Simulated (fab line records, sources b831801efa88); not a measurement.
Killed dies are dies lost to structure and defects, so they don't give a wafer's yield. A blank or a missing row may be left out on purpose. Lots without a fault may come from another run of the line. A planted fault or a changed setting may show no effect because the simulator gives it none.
Chamber matching | flow sky130 | SKY_VIA3_CMP_02 on cmp-01: 4 sister chambers
The step polishes SiO2. 14 wafers are shown with their chamber, then 7 later ones without.

WAFERS WITH THEIR CHAMBER
wafer  | chamber | motor_current_A (A)
L822.2 | 1       | 13.3
L822.3 | 0       | 9.5
L822.6 | 1       | 12.2
L823.1 | 2       | 13.3
L823.3 | 0       | 10.0
L823.4 | 1       | 12.7
L829.4 | 3       | 9.8
L829.5 | 3       | 9.3
L829.6 | 0       | 9.4
L830.1 | 3       | 9.9
L830.3 | 2       | 13.2
L830.4 | 1       | 13.0
L834.1 | 2       | 13.5
L834.2 | 1       | 13.4

SIGNATURES (means of the wafers above)
reading         | chamber 0 | chamber 1 | chamber 2 | chamber 3 | scatter within a chamber
motor_current_A | 9.633     | 12.920    | 13.333    | 9.667     | 0.375
Rule: a wafer's distance from a chamber is the root of the sum, over the readings, of the square of ((its reading less the chamber's mean) divided by the reading's scatter). The wafer belongs to the nearest chamber; if the next one is less than 2 further off, it can't be placed. The scatter: the root of (the sum of the squares of (reading less its chamber's mean) over the shown wafers, divided by (wafers less chambers)).

WAFERS WITHOUT THEIR CHAMBER
wafer  | motor_current_A (A)
L834.6 | 9.3
L839.2 | 9.4
L839.3 | 9.4
L839.5 | 9.6
L841.2 | 9.2
L841.4 | 14.1
L841.6 | 9.6

WHICH CHAMBER EACH WENT THROUGH
wafer  | from the rows above     | in truth
L834.6 | can't be placed: 0 or 3 | 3
L839.2 | can't be placed: 0 or 3 | 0
L839.3 | can't be placed: 0 or 3 | 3
L839.5 | can't be placed: 0 or 3 | 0
L841.2 | can't be placed: 0 or 3 | 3
L841.4 | can't be placed: 2 or 1 | 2
L841.6 | can't be placed: 0 or 3 | 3
Placed correctly: 0 of 7. Can't be placed from these rows: 7 (the true chamber is among the candidates in 7). Placed wrongly: 0.
